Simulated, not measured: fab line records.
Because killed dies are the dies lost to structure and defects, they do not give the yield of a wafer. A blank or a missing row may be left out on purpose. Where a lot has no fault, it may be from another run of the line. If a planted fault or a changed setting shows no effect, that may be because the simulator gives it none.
What tool caused it? ; flow gf180mcu ; 12 lots with 36 wafers sampled at 4 steps, on a route of 602 steps

## WHAT THE GAUGES READ, wafer by wafer
GF_VT_IMPLANT_OVL_MEAS_07.
lot;measured;on;VT_IMPLANT_OVL (nm)
L456;day 5 15:00;overlay-02;-2.7 -0.1 -0.8
L457;day 5 21:10;overlay-02;-0.4 0.0 -1.0
L458;day 6 01:42;overlay-02;0.9 -0.9 -1.7
L459;day 6 10:44;overlay-01;-1.5 -1.1 -1.2
L460;day 6 14:17;overlay-01;1.7 0.6 -0.4
L468;day 8 15:03;overlay-02;-1.1 -0.2 -0.4
L470;day 9 05:40;overlay-01;-1.6 -2.6 -3.4
L471;day 9 13:33;overlay-02;0.1 0.4 -1.7
L472;day 9 17:53;overlay-02;-0.1 -1.1 -2.0
L473;day 10 00:21;overlay-02;-1.1 -0.7 -0.1
L478;day 11 17:14;overlay-02;-1.6 1.6 -0.5
L479;day 11 17:32;overlay-02;-2.2 0.9 0.1

GF_HV_LDD_THK_MEAS_57.
lot;measured;on;HV_LDD_CVD_56_THK (nm)
L456;day 12 14:03;film metro-04;88.0 89.4 88.3
L457;day 12 19:32;film metro-04;90.2 90.2 89.9
L458;day 12 22:29;film metro-04;90.2 90.5 91.0
L459;day 13 11:02;film metro-01;90.2 90.0 89.8
L460;day 13 15:16;film metro-03;90.3 89.4 89.3
L468;day 16 16:47;film metro-04;80.7 80.7 79.9 80.7 80.7 79.9
L470;day 17 09:37;film metro-04;88.3 88.2 88.7
L471;day 17 16:40;film metro-04;87.8 88.2 88.7
L472;day 17 21:59;film metro-04;90.4 90.3 89.2
L473;day 18 04:09;film metro-03;89.9 89.1 89.5
L478;day 20 12:04;film metro-03;91.6 90.6 91.2
L479;day 20 13:41;film metro-04;90.8 90.4 90.9

## WHICH TOOL RAN EACH LOT (tool, then ch and the chambers of the sampled wafers, then the start)
lot;GF_STI_CMP_25;GF_HV_LDD_CVD_56
L456;cmp-01 ch 0,1,2, day 2 03:11;lpcvd-02 ch 0, day 12 12:37
L457;cmp-02 ch 1,2,3, day 2 08:27;lpcvd-02 ch 1, day 12 18:06
L458;cmp-02 ch 0,1,2, day 2 12:31;lpcvd-01 ch 1, day 12 21:03
L459;cmp-01 ch 0,1, day 2 19:10;lpcvd-02 ch 0, day 13 09:37
L460;cmp-02 ch 1,3, day 3 00:34;lpcvd-02 ch 1, day 13 13:50
L468;cmp-01 ch 0,2,3, day 4 18:26;lpcvd-01 ch 0, day 16 15:21
L470;cmp-01 ch 0,2,3, day 5 03:58;lpcvd-02 ch 1, day 17 08:11
L471;cmp-01 ch 1,2,3, day 5 09:04;lpcvd-02 ch 1, day 17 15:14
L472;cmp-02 ch 0,1, day 5 15:08;lpcvd-02 ch 0, day 17 20:33
L473;cmp-02 ch 0,2,3, day 5 19:15;lpcvd-02 ch 1, day 18 02:43
L478;cmp-01 ch 1,2, day 7 01:46;lpcvd-02 ch 0, day 20 09:55
L479;cmp-02 ch 1,2, day 7 01:49;lpcvd-01 ch 0, day 20 10:29
- GF_STI_CMP_25: polishes, stops on Si3N4, t overpolish 33 s, target thk 524.6 nm.
- GF_HV_LDD_CVD_56: deposits Si3N4 from DCS/NH3, target thk 90 nm, time 1543 s.

## AS READ BY THE TOOLS THEMSELVES (means over the sampled wafers that have a number; for cases with no such wafer, the mark the record gives instead)
GF_STI_CMP_25.
lot;tool;motor current A (A);overpolish run s (s);platen rpm (rpm);time to endpoint s (s)
L456;cmp-01;11.3;33.004;60.00;124
L457;cmp-02;11.5;33.000;60.03;124
L458;cmp-02;11.8;33.004;59.98;127
L459;cmp-01;11.0;32.999;60.02;131
L460;cmp-02;12.1;32.997;60.01;121
L468;cmp-01;12.5;32.995;59.97;123
L470;cmp-01;12.2;32.995;60.02;124
L471;cmp-01;12.2;33.000;60.05;127
L472;cmp-02;11.3;33.006;60.02;128
L473;cmp-02;12.2;33.001;59.98;125
L478;cmp-01;12.1;33.004;60.00;115
L479;cmp-02;10.9;32.995;59.98;125

GF_HV_LDD_CVD_56.
lot;tool;spike tc bottom C (C)
L456;lpcvd-02;790.9
L457;lpcvd-02;791.4
L458;lpcvd-01;789.0
L459;lpcvd-02;790.8
L460;lpcvd-02;790.9
L468;lpcvd-01;791.8
L470;lpcvd-02;791.0
L471;lpcvd-02;791.8
L472;lpcvd-02;791.1
L473;lpcvd-02;790.8
L478;lpcvd-02;791.4
L479;lpcvd-01;790.0

## THE ANSWER, worked out from the rows above alone
Rule: what is usual is taken from the lots themselves. The widest of any qualifying gaps counts: lots, ordered by their means at a reading, are off when they make up no more than a third of the lots, leave a main group of 4 or more, and stand apart from it by 3 or more times the standard deviation of that group's means. If all means in a main group match to the digits the tables above print for the reading, that group is not used. A lot without any number at a reading at which 4 lots or more have one is off too. Any other lot the step has rows for is counted as sound. Order of review: gauges by route order, followed by the tools' own readings, for which a lot's mean as printed above is used. The first step at which some lot is off is used, and at that step the reading that is off furthest; a lot without a number counts as furthest.
Off: L468, seen at GF_HV_LDD_THK_MEAS_57 (HV_LDD_CVD_56_THK). Mean 89.7 nm and standard deviation 0.92 in the main group.
If a tool, at a process step before that reading, ran all the lots that are off and no sound lot after the first of them, it fits. Gauges at GF_HV_LDD_THK_MEAS_57: tried the same way as those tools. None of those tried fits.

## WHAT THE SIMULATOR PUT IN
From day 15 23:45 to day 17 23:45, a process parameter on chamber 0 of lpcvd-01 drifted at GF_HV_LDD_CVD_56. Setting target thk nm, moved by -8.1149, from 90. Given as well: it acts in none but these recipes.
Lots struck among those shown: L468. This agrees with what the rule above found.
